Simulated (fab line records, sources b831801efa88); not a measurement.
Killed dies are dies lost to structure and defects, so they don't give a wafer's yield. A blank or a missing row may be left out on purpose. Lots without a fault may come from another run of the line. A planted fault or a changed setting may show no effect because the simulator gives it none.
fab line records | flow sky130
record lots=5 wafers=15 last_day=50
route steps=708 shown METAL4@627 VIA4@639 PAD_OPEN@708
lots that met no fault: from a run of the same line without faults
start_h: hours from the record's first day to the start of the lot's first wafer shown | wait_h: hours since the lot's step before | " the same as in the row above | L1.1+2: a row that stands for several wafers | - no value, or no start given | * or withheld: withheld | < > ~ a bound
route shown NAME@n: a module of which the file shows steps, and the number in the route of the first | usual: mean/standard deviation of fault-free wafers | same: alike in all rows | chamber/n: place in a boat | sites: the reading at each site | _std_site: their standard deviation | _edge_site: outer sites' mean less inner sites' | radius_mm: how far each site lies from the wafer's centre | mask NAME#n: copy n | behind: the tool/chamber that last shaped the wafer | hold: why the lot was held/for how many hours/how that ended | device: the transistor (n, p or np) that didn't switch | end of line: the same wafers' tests at the end of the route | a step without rows: its recipe alone | killed: dies lost to structure and defects at the first sort, not the wafer's yield | map: a wafer's dies, x killed, . not, _ none there
set.NAME: the setting as run; set.NAME@STEP: as run at that earlier step | model.NAME: the simulator's own value behind a step, which no gauge read
lots at some steps of the route; a table a step, a row a wafer
services: from which hour (start_h, from the record's first day; less than 0 if before it) a tool's chamber was out of use, for how many hours, and why
## steps
# step SKY_METAL4_PEB_11
# recipe peb_temp_c=withheld peb_time_s=withheld resist=KrF-thick
# step SKY_METAL4_DEVELOP_12
# recipe develop_time_s=60 resist=KrF-thick dev_temp_c=21
# step SKY_METAL4_CD_MEAS_13
# recipe target_cd_nm=300
# usual cd_nm=300.3/1.4
# columns lot.wafer tool chamber start_h wait_h cd_nm
L354.2 cd_sem-01 - 983.78 - 300.0
L354.4 " - " " 299.7
L354.6 " - " " 299.7
L356.1 cd_sem-01 - 1000.41 - 300.5
L356.5 " - " " 300.4
L356.6 " - " " 299.7
L362.3 cd_sem-02 - 1041.46 - 298.0
L362.5 " - " " 298.8
L362.6 " - " " 299.6
L373.1 cd_sem-02 - 1104.82 - 300.8
L373.5 " - " " 301.7
L373.6 " - " " 299.9
L376.2 cd_sem-02 - 1119.85 - 299.6
L376.4 " - " " 300.0
L376.5 " - " " 299.7
# step SKY_METAL4_OVL_MEAS_14
# usual METAL4_OVL=-2/5.4
# columns lot.wafer tool chamber start_h wait_h METAL4_OVL[nm]
L354.2 overlay-02 - 983.89 0.1 -4
L354.4 " - " " 3
L354.6 " - " " 1
L356.1 overlay-01 - 1000.53 0.1 5
L356.5 " - " " 3
L356.6 " - " " -10
L362.3 overlay-02 - 1041.55 0.1 -1
L362.5 " - " " -3
L362.6 " - " " -6
L373.1 overlay-02 - 1104.94 0.1 11
L373.5 " - " " -1
L373.6 " - " " -12
L376.2 overlay-01 - 1119.95 0.1 -12
L376.4 " - " " -14
L376.5 " - " " 1
# step SKY_METAL4_DESCUM_15
# recipe chemistry=O2 source_power_w=150 bias_power_w=0 pressure_mtorr=10 temp_c=40 time_s=8
# usual drypump_motor_current_A=5.92/0.19 oes_product_au=0.994/0.012
# columns lot.wafer tool chamber start_h wait_h drypump_motor_current_A oes_product_au rf_hours_counter_h
L354.2 rie_metal-04 0 983.92 0.0 6.37 1.024 19
L354.4 " 0 " " 6.37 1.023 -
L354.6 " 0 " " 6.38 1.013 -
L356.1 rie_metal-04 1 1000.57 0.0 5.97 1.007 14
L356.5 " 1 " " 5.98 1.004 -
L356.6 " 1 " " 5.96 1.004 -
L362.3 rie_metal-04 0 1041.59 0.0 6.38 1.015 -
L362.5 " 0 " " 6.38 1.011 -
L362.6 " 1 " " 6.00 1.000 -
L373.1 rie_metal-01 1 1104.97 0.0 5.82 0.987 15
L373.5 " 0 " " 5.74 0.981 -
L373.6 " 1 " " 5.84 0.970 -
L376.2 rie_metal-01 0 1119.98 0.0 5.73 0.982 6
L376.4 " 0 " " 5.74 0.988 -
L376.5 " 0 " " 5.74 0.988 -
# step SKY_METAL4_ETCH_16
# recipe chemistry=N2/H2 target=BARC ion_energy_ev=200 bias_w=100 pressure_mtorr=30 n2_flow_sccm=100 h2_flow_sccm=200 icp_w=500 stop_on=SiO2 time_s=88.2 target_depth_a=600
# usual drypump_motor_current_A=5.92/0.19 n2_flow_sccm=100.06/0.26 oes_product_au=0.625/0.0043 throttle_valve_pct=13.204/0.0081
# columns lot.wafer tool chamber start_h wait_h drypump_motor_current_A n2_flow_sccm oes_product_au rf_hours_counter_h throttle_valve_pct
L354.2 rie_metal-04 0 983.95 0.0 6.40 100.27 0.626 19 13.203
L354.4 " 0 " " 6.41 100.04 0.626 - 13.214
L354.6 " 0 " " 6.42 100.46 0.621 - 13.201
L356.1 rie_metal-04 1 1000.63 0.1 5.96 100.18 0.623 14 13.206
L356.5 " 1 " " 5.99 99.89 0.625 - 13.208
L356.6 " 1 " " 5.93 100.17 0.627 - 13.214
L362.3 rie_metal-04 0 1041.64 0.0 6.40 100.14 0.624 - 13.215
L362.5 " 0 " " 6.39 100.15 0.629 - 13.206
L362.6 " 1 " " 5.97 99.51 0.624 - 13.199
L373.1 rie_metal-01 1 1105.00 0.0 5.81 100.05 0.627 15 13.198
L373.5 " 0 " " 5.77 99.45 0.624 - 13.200
L373.6 " 1 " " 5.83 100.17 0.628 - 13.211
L376.2 rie_metal-01 0 1120.02 0.0 5.74 100.37 0.633 6 13.207
L376.4 " 0 " " 5.73 100.28 0.622 - 13.217
L376.5 " 0 " " 5.73 100.17 0.621 - 13.211
# step SKY_METAL4_ETCH_17
# recipe target=SiO2 stop_on=TiN chemistry=C4F8/O2/Ar source_w=1500 bias_w=1200 pressure_mtorr=40 c4f8_flow_sccm=withheld O2_flow_sccm=6 Ar_flow_sccm=300 time_s=3.9 target_depth_a=150
# usual oes_product_au=0.751/0.0073
# columns lot.wafer tool chamber start_h wait_h oes_product_au rf_hours_counter_h
L354.2 rie_diel-04 0 984.05 0.1 0.756 1
L354.4 " 1 " " 0.758 22
L354.6 " 2 " " 0.757 -
L356.1 rie_diel-01 2 1000.83 0.2 0.756 6
L356.5 " 2 " " 0.746 -
L356.6 " 0 " " 0.753 -
L362.3 rie_diel-02 2 1041.71 0.0 0.751 8
L362.5 " 0 " " 0.759 -
L362.6 " 3 " " 0.755 -
L373.1 rie_diel-02 1 1105.10 0.1 0.747 16
L373.5 " 1 " " 0.758 -
L373.6 " 2 " " 0.758 -
L376.2 rie_diel-04 3 1120.11 0.1 0.750 5
L376.4 " 2 " " 0.754 20
L376.5 " 3 " " 0.758 -
# step SKY_METAL4_METAL_ETCH_18
# recipe target_depth_a=8450 stop_on=SiO2 over_etch_frac=0.3 time_s=183.1 chemistry=Cl2/BCl3 resist_sidewall_deg=88 pressure_mtorr=10 icp_w=900 bias_w=48.5 Cl2_flow_sccm=60 bcl3_flow_sccm=30
# usual drypump_motor_current_A=5.92/0.19 oes_product_au=0.865/0.0055 throttle_valve_pct=22.266/0.0093
# columns lot.wafer tool chamber start_h wait_h drypump_motor_current_A oes_product_au rf_hours_counter_h throttle_valve_pct
L354.2 rie_metal-03 1 984.07 0.0 5.79 0.867 17 22.259
L354.4 " 1 " " 5.85 0.873 - 22.266
L354.6 " 1 " " 5.81 0.866 - 22.255
L356.1 rie_metal-01 1 1000.85 0.0 5.78 0.863 7 22.247
L356.5 " 0 " " 5.74 0.866 - 22.274
L356.6 " 1 " " 5.78 0.873 - 22.270
L362.3 rie_metal-03 0 1041.79 0.1 5.89 0.858 - 22.268
L362.5 " 1 " " 5.91 0.865 - 22.252
L362.6 " 0 " " 5.89 0.866 - 22.263
L373.1 rie_metal-03 1 1105.12 0.0 5.89 0.874 25 22.260
L373.5 " 0 " " 5.91 0.875 - 22.275
L373.6 " 1 " " 5.84 0.875 - 22.264
L376.2 rie_metal-03 1 1120.13 0.0 5.89 0.865 27 22.266
L376.4 " 1 " " 5.82 0.866 - 22.273
L376.5 " 0 " " 5.91 0.861 - 22.261
# step SKY_METAL4_STRIP_19
# recipe chemistry=O2/N2 power_w=1400 pressure_mtorr=1500 platen_temp_c=withheld o2_flow_sccm=3000 n2_flow_sccm=300 overash_fraction=0.5
# step SKY_METAL4_STRIP_20
# recipe chemistry=post_etch_residue_remover time_s=1200 temp_c=72.5
# step SKY_METAL4_CLEAN_21
# recipe chemistry=IPA time_s=180 temp_c=25
# step SKY_METAL4_CLEAN_22
# recipe chemistry=O3/DIW dry=n2_spin
# step SKY_VIA4_HDPCVD_00
# recipe material=SiO2 target_thk_nm=1750 sigma_open_frac=0.3 time_s=291.7 temp_c=400 sih4_flow_sccm=60 pressure_mtorr=6
# usual susceptor_temp_C=399.99/0.23
# columns lot.wafer tool chamber start_h wait_h susceptor_temp_C model.SiO2_of_VIA4_HDPCVD_00.thk_nm
L354.2 hdpcvd-02 0 984.84 0.0 400.18 1755
L354.4 " 2 " " 400.16 1746
L354.6 " 1 " " 400.01 1712
L356.1 hdpcvd-02 1 1001.66 0.0 400.06 1759
L356.5 " 2 " " 400.28 1790
L356.6 " 0 " " 399.88 1769
L362.3 hdpcvd-01 1 1042.51 0.0 400.31 1748
L362.5 " 1 " " 400.17 1738
L362.6 " 2 " " 400.23 1740
L373.1 hdpcvd-01 0 1105.89 0.0 400.06 1742
L373.5 " 2 " " 399.97 1238
L373.6 " 0 " " 400.05 1289
L376.2 hdpcvd-02 0 1120.96 0.0 399.95 1754
L376.4 " 2 " " 399.99 1770
L376.5 " 1 " " 399.96 1741
# step SKY_VIA4_THK_MEAS_01
# recipe reads=SiO2_of_VIA4_HDPCVD_00
# usual VIA4_HDPCVD_THK=1743/21
# columns lot.wafer tool chamber start_h wait_h VIA4_HDPCVD_THK[nm]
L354.2 film_metro-04 - 985.03 0.1 1756
L354.4 " - " " 1746
L354.6 " - " " 1712
L356.1 film_metro-04 - 1001.84 0.1 1759
L356.5 " - " " 1790
L356.6 " - " " 1769
L362.3 film_metro-03 - 1042.71 0.1 1749
L362.5 " - " " 1738
L362.6 " - " " 1740
L373.1 film_metro-04 - 1106.07 0.1 1742
L373.5 " - " " 1237
L373.6 " - " " 1288
L376.2 film_metro-03 - 1121.15 0.1 1754
L376.4 " - " " 1771
L376.5 " - " " 1740
# step SKY_VIA4_CMP_02
# recipe material=SiO2 down_force_psi=4 platen_rpm=60 pad_velocity_m_s=0.94248
# usual motor_current_A=12.6/1.6 slurry_flow_ml_min=150.0/0.46
# columns lot.wafer tool chamber start_h wait_h motor_current_A slurry_flow_ml_min
L354.4 cmp-02 3 985.08 0.0 15.9 150.2
L354.2 " 2 " " 13.9 149.5
L354.6 " 3 " " 15.4 149.8
L356.1 cmp-02 1 1002.00 0.1 11.6 150.6
L356.5 " 3 " " 15.4 150.6
L356.6 " 0 " " 11.6 150.9
L362.3 cmp-02 3 1042.90 0.2 16.2 149.6
L362.5 " 0 " " 11.6 149.3
L362.6 " 1 " " 11.6 149.4
L373.1 cmp-01 0 1106.13 0.1 11.6 150.2
L373.5 " 0 " " 11.8 150.3
L373.6 " 1 " " 11.8 150.3
L376.4 cmp-02 2 1121.30 0.1 13.9 150.0
L376.2 " 3 " " 14.4 150.7
L376.5 " 0 " " 11.5 150.4
# step SKY_PAD_OPEN_PROBE_99
# usual defect_limited_yield=82.7/1.7 killed_at_M0_to_M3=44/7.1 killed_at_M4_up=3.3/1.8 killed_at_contacts=23/5.5 killed_at_front_end=15/4.5 killed_at_other=0.2/0.48 killed_dies=85/8.4 killed_open=46/6.6 killed_short=39/6.1
# same gross_dies=492 killed_at_back_side=0
# columns lot.wafer tool chamber start_h wait_h defect_limited_yield[%] killed_at_M0_to_M3 killed_at_M4_up killed_at_contacts killed_at_front_end killed_at_other killed_dies killed_open killed_short model.etest.tester.sort_n_pass model.etest.tester.sort_yield_pct model.etest.tester.sort_bin_3_pct model.etest.met5_comb.leak_log10_a_um model.etest.tester.sort_bin_8_pct
L354.2 prober-02 - 1080.34 0.1 82.5 51 2 24 9 0 86 48 38 406 82.52 1.423 -12.09 0
L354.4 prober-02 - 1080.44 0.2 79.9 39 1 28 31 0 99 52 47 393 79.88 1.22 -11.93 0
L354.6 prober-02 - 1080.54 0.2 82.1 43 1 21 22 1 88 46 42 404 82.11 1.22 -11.95 0
L356.1 prober-02 - 1093.60 0.1 84.6 37 4 23 12 0 76 42 34 416 84.55 1.423 -12.2 0
L356.5 prober-02 - 1093.80 0.2 83.1 41 0 30 12 0 83 42 41 409 83.13 0.2033 -11.91 0
L356.6 prober-02 - 1093.85 0.2 84.6 33 4 26 13 0 76 40 36 416 84.55 0.813 -12.04 0
L362.3 prober-02 - 1129.92 0.2 83.1 41 2 25 15 0 83 50 33 409 83.13 1.016 -12.05 0
L362.5 prober-02 - 1130.02 0.2 82.9 35 3 24 22 0 84 48 36 408 82.93 0.6098 -12.07 0
L362.6 prober-02 - 1130.07 0.2 84.6 35 3 23 15 0 76 46 30 416 84.55 0.813 -12.09 0
L373.1 prober-02 - 1185.03 0.1 81.7 32 3 33 22 0 90 48 42 402 81.71 1.423 -11.97 0
L373.5 prober-02 - 1185.23 0.2 82.3 50 1 22 13 1 87 37 50 218 44.31 39.02 -7.108 7.835e-09
L373.6 prober-02 - 1185.28 0.2 81.9 41 5 25 18 0 89 49 40 310 63.01 19.92 -7.816 9.039e-09
L376.2 prober-01 - 1196.44 0.1 79.7 50 4 32 14 0 100 52 48 392 79.67 1.016 -11.96 0
L376.4 prober-01 - 1196.54 0.2 84.1 37 4 28 9 0 78 38 39 414 84.15 0.813 -11.86 0
L376.5 prober-01 - 1196.59 0.2 82.7 40 6 25 14 0 85 50 34 407 82.72 0.6098 -11.93 0
# killed by level:class
L354.2 VIA2:geometric_particle:open=13 VIA1:geometric_particle:open=9 CONTACT:geometric_particle:open=7 LOCAL_INTERCONNECT:geometric_particle:short=6 VIA3:geometric_particle:open=6 CONTACT:geometric_particle:short=5 VIA1:geometric_particle:short=4 METAL2:geometric_particle:short=4
L354.4 FIELD_ISO:geometric_particle:short=10 CONTACT:geometric_particle:open=9 LI_CONTACT:geometric_particle:open=8 VIA1:geometric_particle:open=8 FIELD_ISO:geometric_particle:open=7 POLY_GATE:geometric_particle:open=7 VIA1:geometric_particle:short=6 VIA3:geometric_particle:open=6
L354.6 VIA2:geometric_particle:open=8 CONTACT:geometric_particle:open=7 VIA3:geometric_particle:open=7 METAL1:geometric_particle:short=6 LI_CONTACT:geometric_particle:open=5 POLY_GATE:geometric_particle:short=5 POLY_GATE:geometric_particle:open=5 VIA1:geometric_particle:open=5
L356.1 CONTACT:geometric_particle:open=10 VIA1:geometric_particle:open=6 LI_CONTACT:geometric_particle:open=5 METAL2:geometric_particle:short=5 VIA2:geometric_particle:open=5 VIA3:geometric_particle:open=5 POLY_GATE:geometric_particle:open=4 METAL3:geometric_particle:short=4
L356.5 VIA1:geometric_particle:open=10 LI_CONTACT:geometric_particle:open=9 CONTACT:geometric_particle:open=7 METAL1:geometric_particle:short=7 VIA1:geometric_particle:short=6 VIA3:geometric_particle:open=6 LI_CONTACT:geometric_particle:short=4 LOCAL_INTERCONNECT:geometric_particle:short=4
L356.6 CONTACT:geometric_particle:open=11 VIA3:geometric_particle:open=7 VIA1:geometric_particle:open=6 FIELD_ISO:geometric_particle:short=5 CONTACT:geometric_particle:short=5 METAL2:geometric_particle:short=5 LI_CONTACT:geometric_particle:open=4 FIELD_ISO:geometric_particle:open=3
L362.3 CONTACT:geometric_particle:open=10 LI_CONTACT:geometric_particle:open=7 VIA2:geometric_particle:open=7 VIA1:geometric_particle:open=6 METAL2:geometric_particle:short=6 METAL1:geometric_particle:short=5 VIA3:geometric_particle:open=5 FIELD_ISO:geometric_particle:short=4
L362.5 POLY_GATE:geometric_particle:open=8 VIA1:geometric_particle:open=8 CONTACT:geometric_particle:open=8 VIA3:geometric_particle:open=7 LI_CONTACT:geometric_particle:open=6 LOCAL_INTERCONNECT:geometric_particle:short=5 VIA3:geometric_particle:short=4 SPACER:geometric_particle:short=4
L362.6 CONTACT:geometric_particle:open=10 VIA1:geometric_particle:open=8 VIA1:geometric_particle:short=7 LI_CONTACT:geometric_particle:open=6 LOCAL_INTERCONNECT:geometric_particle:short=5 POLY_GATE:geometric_particle:open=4 SPACER:geometric_particle:open=4 METAL1:geometric_particle:short=4
L373.1 CONTACT:geometric_particle:short=9 CONTACT:geometric_particle:open=9 VIA1:geometric_particle:open=8 POLY_GATE:geometric_particle:open=6 LI_CONTACT:geometric_particle:open=5 LOCAL_INTERCONNECT:geometric_particle:short=5 METAL1:geometric_particle:short=4 LI_CONTACT:geometric_particle:short=4
L373.5 VIA1:geometric_particle:open=12 METAL1:geometric_particle:short=9 VIA3:geometric_particle:open=6 METAL3:geometric_particle:short=5 LI_CONTACT:geometric_particle:short=5 CONTACT:geometric_particle:short=5 CONTACT:geometric_particle:open=5 LOCAL_INTERCONNECT:geometric_particle:short=4
L373.6 CONTACT:geometric_particle:open=8 VIA2:geometric_particle:open=8 VIA1:geometric_particle:open=7 VIA3:geometric_particle:open=6 FIELD_ISO:geometric_particle:short=5 METAL1:geometric_particle:short=5 LI_CONTACT:geometric_particle:open=5 LOCAL_INTERCONNECT:geometric_particle:short=5
L376.2 VIA1:geometric_particle:open=11 CONTACT:geometric_particle:open=9 FIELD_ISO:geometric_particle:open=7 LI_CONTACT:geometric_particle:open=7 METAL2:geometric_particle:short=7 VIA2:geometric_particle:open=7 CONTACT:geometric_particle:short=6 LOCAL_INTERCONNECT:geometric_particle:short=6
L376.4 CONTACT:geometric_particle:open=11 LOCAL_INTERCONNECT:geometric_particle:short=8 VIA3:geometric_particle:open=8 VIA1:geometric_particle:open=6 VIA1:geometric_particle:short=6 FIELD_ISO:geometric_particle:open=4 LI_CONTACT:geometric_particle:open=4 CONTACT:geometric_particle:short=4
L376.5 VIA1:geometric_particle:open=15 LI_CONTACT:geometric_particle:open=7 CONTACT:geometric_particle:open=7 METAL2:geometric_particle:short=6 FIELD_ISO:geometric_particle:open=5 LOCAL_INTERCONNECT:geometric_particle:short=5 VIA2:geometric_particle:open=5 METAL4:geometric_particle:short=5
## services
# columns tool chamber start_h hours kind
hdpcvd-01 - 992.96 0.2 repair
rie_metal-04 0 995.13 - clean
rie_metal-04 0 995.13 12.2 scheduled_down
rie_metal-04 0 995.13 12.2 vent_cycle
rie_diel-01 - 996.98 0.1 repair
cmp-02 - 998.19 0.5 repair
rie_diel-02 2 1010.15 5.5 repair
cmp-01 - 1011.66 0.6 repair
rie_diel-01 - 1011.70 2.8 pm
cmp-01 - 1012.09 4.8 repair
rie_diel-01 - 1014.95 4.3 pm
rie_metal-01 0 1027.76 - clean
rie_metal-01 0 1027.76 10.8 scheduled_down
rie_metal-01 0 1027.76 10.8 vent_cycle
cmp-02 - 1036.57 3.5 pm
rie_diel-01 2 1046.15 7.0 repair
rie_diel-02 3 1047.09 5.5 repair
rie_diel-04 3 1052.15 9.6 repair
rie_diel-04 0 1055.44 20.7 repair
rie_diel-02 0 1083.85 5.3 repair
cmp-02 - 1084.25 4.0 pm
rie_diel-01 1 1087.20 1.5 repair
cmp-02 - 1099.58 0.8 repair
cmp-01 - 1109.97 1.2 repair
## key
first_sign step=SKY_VIA4_THK_MEAS_01 reading=VIA4_HDPCVD_THK direction=down sigmas=23 usual=1743 struck=1263
effect none on later readings
model_effect step=SKY_VIA4_HDPCVD_00 value=SiO2_of_VIA4_HDPCVD_00.thk_nm without=1717 struck=1263
model_effect step=SKY_PAD_OPEN_PROBE_99 value=etest.tester.sort_n_pass without=404 struck=264
met_at SKY_VIA4_HDPCVD_00
struck_wafers L373.5,L373.6
onset_between 1042.51 1105.89
fault kind=process_parameter_drift tool=hdpcvd-01 chamber=- onset_h=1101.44 steps=SKY_VIA4_HDPCVD_00 channel=target_thk_nm offset=-454.04 shape=step end_h=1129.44 scope=struck_wafers_only acts_in=these_recipes_only stated=1750
